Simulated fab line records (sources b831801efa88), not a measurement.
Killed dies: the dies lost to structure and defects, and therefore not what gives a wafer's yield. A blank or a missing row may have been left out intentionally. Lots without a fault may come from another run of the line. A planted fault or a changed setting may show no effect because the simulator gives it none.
Which tool did it?	flow gf180mcu	14 lots, 42 wafers sampled, at 5 steps of a route of 602

== WHAT EACH GAUGE READ, for each wafer ==
GF_HV_LDD_OVL_MEAS_47. Usual: HV_LDD_03_OVL typically reads 0.0 nm, with standard deviation 1.6.
lot	measured	on	HV_LDD_03_OVL (nm)	flag
L297	day 12 19:47	overlay-02	0.1 0.5 0.3	
L296	day 12 23:01	overlay-02	0.6 1.1 1.9	
L298	day 13 06:07	overlay-01	-2.5 -4.1 -3.8	
L299	day 13 13:26	overlay-02	0.5 0.4 -0.7	
L300	day 13 14:07	overlay-02	2.4 0.3 -1.2	
L310	day 17 02:55	overlay-02	0.3 -0.1 1.0	
L311	day 17 12:56	overlay-02	-1.7 -0.8 -0.6	
L312	day 17 19:22	overlay-01	0.8 -0.9 -1.4	
L313	day 18 19:44	overlay-02	0.3 -1.4 -0.2	
L314	day 19 05:19	overlay-01	-0.1 0.0 0.6	
L317	day 19 19:58	overlay-01	3.4 1.1 1.3	
L316	day 20 01:49	overlay-01	0.3 1.9 0.6	
L318	day 20 12:15	overlay-01	-0.3 -1.0 1.4	
L319	day 20 17:12	overlay-01	2.7 1.5 1.0	

GF_HV_LDD_TW_MEAS_50. Usual: HV_LDD_4_TW typically reads 561, with standard deviation 10.
lot	measured	on	HV_LDD_4_TW	flag
L297	day 12 20:04	film_metro-02	554 556 555	
L296	day 12 23:19	film_metro-02	556 555 554	
L298	day 13 06:24	film_metro-02	549 552 549	
L299	day 13 13:43	film_metro-03	577 576 577	
L300	day 13 14:23	film_metro-03	577 575 577	
L310	day 17 03:11	film_metro-02	553 554 554	
L311	day 17 13:14	film_metro-02	552 553 554	
L312	day 17 19:38	film_metro-03	582 582 579	
L313	day 18 20:01	film_metro-03	577 580 580	
L314	day 19 05:36	film_metro-02	553 550 555	
L317	day 19 20:15	film_metro-02	550 550 551	
L316	day 20 02:06	film_metro-01	564 563 561	
L318	day 20 12:32	film_metro-01	563 561 562	
L319	day 20 17:31	film_metro-02	552 552 554	

GF_SAB_THK_MEAS_01. Usual: SAB_CVD_00_THK typically reads 49.9 nm, with standard deviation 0.65.
lot	measured	on	SAB_CVD_00_THK (nm)	flag
L297	day 14 16:29	film_metro-02	50.6 50.9 50.7	
L296	day 14 20:23	film_metro-04	48.8 49.4 49.6	
L298	day 15 02:58	film_metro-03	58.6 48.8 50.2	OFF
L299	day 15 11:22	film_metro-04	48.8 61.0 50.0	OFF
L300	day 15 12:17	film_metro-02	50.5 50.2 51.2	
L310	day 19 06:07	film_metro-03	48.7 49.7 49.7	
L311	day 19 15:23	film_metro-02	50.7 49.4 50.3	
L312	day 19 22:07	film_metro-04	49.3 49.0 50.1	
L313	day 20 23:25	film_metro-02	48.4 50.0 50.2	
L314	day 21 10:20	film_metro-02	50.0 49.7 50.8	
L317	day 22 00:09	film_metro-03	49.6 49.8 49.3	
L316	day 22 06:12	film_metro-04	49.3 49.9 49.2	
L318	day 22 14:34	film_metro-04	49.8 50.0 50.6	
L319	day 22 20:05	film_metro-04	49.2 49.8 51.0	

== EACH LOT AND THE TOOL THAT RAN IT (in order: tool; ch and the chambers of the sampled wafers; start) ==
lot	GF_HV_LDD_RTA_52	GF_SAB_CVD_00
L297	rtp_anneal-01 ch 0, day 12 20:11	pecvd-03 ch 0,1,2, day 14 16:26
L296	rtp_anneal-01 ch 0, day 12 23:25	pecvd-03 ch 1,2, day 14 20:23
L298	rtp_anneal-01 ch 0, day 13 06:31	pecvd-03 ch 0,1,2, day 15 02:57
L299	rtp_anneal-02 ch 0, day 13 13:49	pecvd-03 ch 0,1, day 15 11:21
L300	rtp_anneal-01 ch 0, day 13 14:30	pecvd-01 ch 0,2, day 15 12:16
L310	rtp_anneal-02 ch 0, day 17 03:18	pecvd-02 ch 0,1, day 19 06:06
L311	rtp_anneal-02 ch 0, day 17 13:21	pecvd-02 ch 0,1,2, day 19 15:20
L312	rtp_anneal-01 ch 0, day 17 19:46	pecvd-03 ch 1,2, day 19 22:06
L313	rtp_anneal-01 ch 0, day 18 20:08	pecvd-03 ch 0,1,2, day 20 23:22
L314	rtp_anneal-02 ch 0, day 19 05:43	pecvd-01 ch 1,2, day 21 10:18
L317	rtp_anneal-01 ch 0, day 19 20:22	pecvd-03 ch 0,2, day 22 00:07
L316	rtp_anneal-02 ch 0, day 20 02:13	pecvd-03 ch 0,1,2, day 22 06:10
L318	rtp_anneal-02 ch 0, day 20 12:39	pecvd-02 ch 0,1,2, day 22 14:33
L319	rtp_anneal-01 ch 0, day 20 17:37	pecvd-01 ch 1,2, day 22 20:04
- GF_HV_LDD_RTA_52: time 10 s.
- GF_SAB_CVD_00: deposits SiO2 from TEOS, target thk 50 nm, time 4.9302 s.

== WHAT THE TOOLS THEMSELVES READ (means of the sampled wafers that have a number; where no wafer has one, the mark that the record gives instead) ==
GF_HV_LDD_RTA_52. Usual: lamp_power_pct 37.6 %, standard deviation 2.2; wafer_temp_C_max 1003.8, standard deviation 0.76.
lot	tool	lamp_power_pct (%)	wafer_temp_C_max	flag
L297	rtp_anneal-01	40.0	1003.8	
L296	rtp_anneal-01	40.0	1003.4	
L298	rtp_anneal-01	40.0	1003.4	
L299	rtp_anneal-02	35.6	1003.2	
L300	rtp_anneal-01	40.0	1003.4	
L310	rtp_anneal-02	35.7	1004.1	
L311	rtp_anneal-02	35.6	1004.7	
L312	rtp_anneal-01	39.9	1004.0	
L313	rtp_anneal-01	39.9	1003.9	
L314	rtp_anneal-02	35.7	1004.3	
L317	rtp_anneal-01	40.0	1003.9	
L316	rtp_anneal-02	35.6	1003.6	
L318	rtp_anneal-02	35.6	1003.0	
L319	rtp_anneal-01	40.0	1004.3	

GF_SAB_CVD_00. Usual: heater_power_w 628 W, standard deviation 110; susceptor_temp_C 400.01 C, standard deviation 0.23.
lot	tool	heater_power_w (W)	susceptor_temp_C (C)	flag
L297	pecvd-03	607	400.16	
L296	pecvd-03	705	400.03	
L298	pecvd-03	652	400.19	
L299	pecvd-03	674	399.90	
L300	pecvd-01	571	399.94	
L310	pecvd-02	714	400.26	
L311	pecvd-02	634	400.15	
L312	pecvd-03	674	400.32	
L313	pecvd-03	671	399.88	
L314	pecvd-01	553	399.96	
L317	pecvd-03	625	400.20	
L316	pecvd-03	630	399.83	
L318	pecvd-02	655	399.92	
L319	pecvd-01	574	399.99	

== THE ANSWER, worked out from the rows above alone ==
Rule: take the mean of a lot's wafers that have a number; if it is more than 3 standard deviations from the usual mean, the lot is off. Also off: a lot with no number at a reading for which 4 or more lots have one. Any other lot the step has rows for is counted as sound. First the gauges in route order, then the tools' own readings, where a lot's mean is used as printed above. At the first step where some lot is off, the reading lying furthest off is the one used; lots without a number count as furthest.
Off: L298, L299, at GF_SAB_THK_MEAS_01 (SAB_CVD_00_THK).
If a tool, at a process step before that reading, ran all the lots that are off and no sound lot after the first of them, it fits. The gauges at GF_SAB_THK_MEAS_01 are tried like those tools. Of those tried, none fits.

== WHAT WAS PUT IN BY THE SIMULATOR ==
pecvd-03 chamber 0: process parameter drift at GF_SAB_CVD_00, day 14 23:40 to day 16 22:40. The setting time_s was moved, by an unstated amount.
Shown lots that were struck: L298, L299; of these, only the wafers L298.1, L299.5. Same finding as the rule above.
